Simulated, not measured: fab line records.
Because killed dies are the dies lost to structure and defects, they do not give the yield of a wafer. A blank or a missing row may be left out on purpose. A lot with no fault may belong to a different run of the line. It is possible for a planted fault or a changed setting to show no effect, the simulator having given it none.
Lot-split experiment :: flow sky130 :: 23 wafers read across 5 lots, on a route 708 steps long

ABOUT THE SPLIT
At SKY_VT_ADJUST_HVTR_IMPLANT_09, the setting dose cm2 was moved away from the recipe's 2.1e+12 on 10 of the 23 wafers read, by -7.2% to +5.9%. This setting was run at the recipe's value on the other wafers.

FROM THE SPLIT TO THE READING: what the file shows between them, 1 step
- SKY_VT_ADJUST_HVTR_STRIP_10: strips in O2/N2

THE READING
VT_ADJUST_HVTR_TW, at SKY_VT_ADJUST_HVTR_TW_MEAS_11. A value of 210.4 with a standard deviation of 1.1 is what fault-free wafers of this fab line usually give.

wafer: L074.2
tool, chamber at the split: implanter-04, 0
dose cm2 as run: 2.1e+12
against the recipe: recipe
VT_ADJUST_HVTR_TW: 212.8
against lot-mates on the recipe: -

wafer: L074.4
tool, chamber at the split: implanter-04, 0
dose cm2 as run: 2.1e+12
against the recipe: recipe
VT_ADJUST_HVTR_TW: 212.0
against lot-mates on the recipe: -

wafer: L074.5
tool, chamber at the split: implanter-04, 0
dose cm2 as run: 2.1e+12
against the recipe: recipe
VT_ADJUST_HVTR_TW: 212.9
against lot-mates on the recipe: -

wafer: L076.1
tool, chamber at the split: implanter-01, 0
dose cm2 as run: 2.1e+12
against the recipe: recipe
VT_ADJUST_HVTR_TW: 212.0
against lot-mates on the recipe: -

wafer: L076.2
tool, chamber at the split: implanter-01, 0
dose cm2 as run: 1.949e+12
against the recipe: -7.2%
VT_ADJUST_HVTR_TW: 207.7
against lot-mates on the recipe: -3.8

wafer: L076.4
tool, chamber at the split: implanter-01, 0
dose cm2 as run: 1.949e+12
against the recipe: -7.2%
VT_ADJUST_HVTR_TW: 206.2
against lot-mates on the recipe: -5.3

wafer: L076.5
tool, chamber at the split: implanter-01, 0
dose cm2 as run: 2.1e+12
against the recipe: recipe
VT_ADJUST_HVTR_TW: 211.0
against lot-mates on the recipe: -

wafer: L076.6
tool, chamber at the split: implanter-01, 0
dose cm2 as run: 1.949e+12
against the recipe: -7.2%
VT_ADJUST_HVTR_TW: 207.0
against lot-mates on the recipe: -4.5

wafer: L081.1
tool, chamber at the split: implanter-04, 0
dose cm2 as run: 1.953e+12
against the recipe: -7.0%
VT_ADJUST_HVTR_TW: 205.4
against lot-mates on the recipe: -3.8

wafer: L081.2
tool, chamber at the split: implanter-04, 0
dose cm2 as run: 2.1e+12
against the recipe: recipe
VT_ADJUST_HVTR_TW: 208.8
against lot-mates on the recipe: -

wafer: L081.3
tool, chamber at the split: implanter-04, 0
dose cm2 as run: 1.953e+12
against the recipe: -7.0%
VT_ADJUST_HVTR_TW: 205.3
against lot-mates on the recipe: -3.9

wafer: L081.5
tool, chamber at the split: implanter-04, 0
dose cm2 as run: 2.1e+12
against the recipe: recipe
VT_ADJUST_HVTR_TW: 209.6
against lot-mates on the recipe: -

wafer: L081.6
tool, chamber at the split: implanter-04, 0
dose cm2 as run: 1.953e+12
against the recipe: -7.0%
VT_ADJUST_HVTR_TW: 205.2
against lot-mates on the recipe: -4.0

wafer: L083.1
tool, chamber at the split: implanter-04, 0
dose cm2 as run: 2.1e+12
against the recipe: recipe
VT_ADJUST_HVTR_TW: 209.8
against lot-mates on the recipe: -

wafer: L083.2
tool, chamber at the split: implanter-04, 0
dose cm2 as run: 2.1e+12
against the recipe: recipe
VT_ADJUST_HVTR_TW: 210.1
against lot-mates on the recipe: -

wafer: L083.3
tool, chamber at the split: implanter-04, 0
dose cm2 as run: 2.223e+12
against the recipe: +5.9%
VT_ADJUST_HVTR_TW: 212.9
against lot-mates on the recipe: +3.0

wafer: L083.4
tool, chamber at the split: implanter-04, 0
dose cm2 as run: 2.223e+12
against the recipe: +5.9%
VT_ADJUST_HVTR_TW: 212.8
against lot-mates on the recipe: +2.9

wafer: L083.6
tool, chamber at the split: implanter-04, 0
dose cm2 as run: 2.1e+12
against the recipe: recipe
VT_ADJUST_HVTR_TW: 209.9
against lot-mates on the recipe: -

wafer: L085.1
tool, chamber at the split: implanter-03, 0
dose cm2 as run: 2.1e+12
against the recipe: recipe
VT_ADJUST_HVTR_TW: 209.4
against lot-mates on the recipe: -

wafer: L085.2
tool, chamber at the split: implanter-03, 0
dose cm2 as run: 1.951e+12
against the recipe: -7.1%
VT_ADJUST_HVTR_TW: 205.5
against lot-mates on the recipe: -3.6

wafer: L085.4
tool, chamber at the split: implanter-03, 0
dose cm2 as run: 1.951e+12
against the recipe: -7.1%
VT_ADJUST_HVTR_TW: 206.3
against lot-mates on the recipe: -2.8

wafer: L085.5
tool, chamber at the split: implanter-03, 0
dose cm2 as run: 2.1e+12
against the recipe: recipe
VT_ADJUST_HVTR_TW: 209.1
against lot-mates on the recipe: -

wafer: L085.6
tool, chamber at the split: implanter-03, 0
dose cm2 as run: 2.1e+12
against the recipe: recipe
VT_ADJUST_HVTR_TW: 208.7
against lot-mates on the recipe: -

THE FIT
A straight line over all 23 wafers: VT_ADJUST_HVTR_TW changes by +0.567 for each +1% of dose cm2; r = +0.88; the points scatter about the line by 1.3.
The same after taking each lot's own level away (the mean of its wafers on the recipe; 23 wafers): +0.544 for each +1%; r = +0.98; scatter 0.5.
That fit puts the effect of the largest move of dose cm2 on the reading at 3.9.
From 209.07 to 212.57: that is the span of the lots' own levels, equal to 3.2 times the standard deviation above.
So the lot-to-lot level changes the slope little: the two slopes agree.
Check: for one of the wafers moved furthest among these (-7.2%), held out of the fit, the line's prediction against its lot-mates is -3.99. Against them it came out at -3.8.

THE FILE'S OWN FIT
VT_ADJUST_HVTR_TW changes by +0.536 for each +1% of dose cm2, r = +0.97.
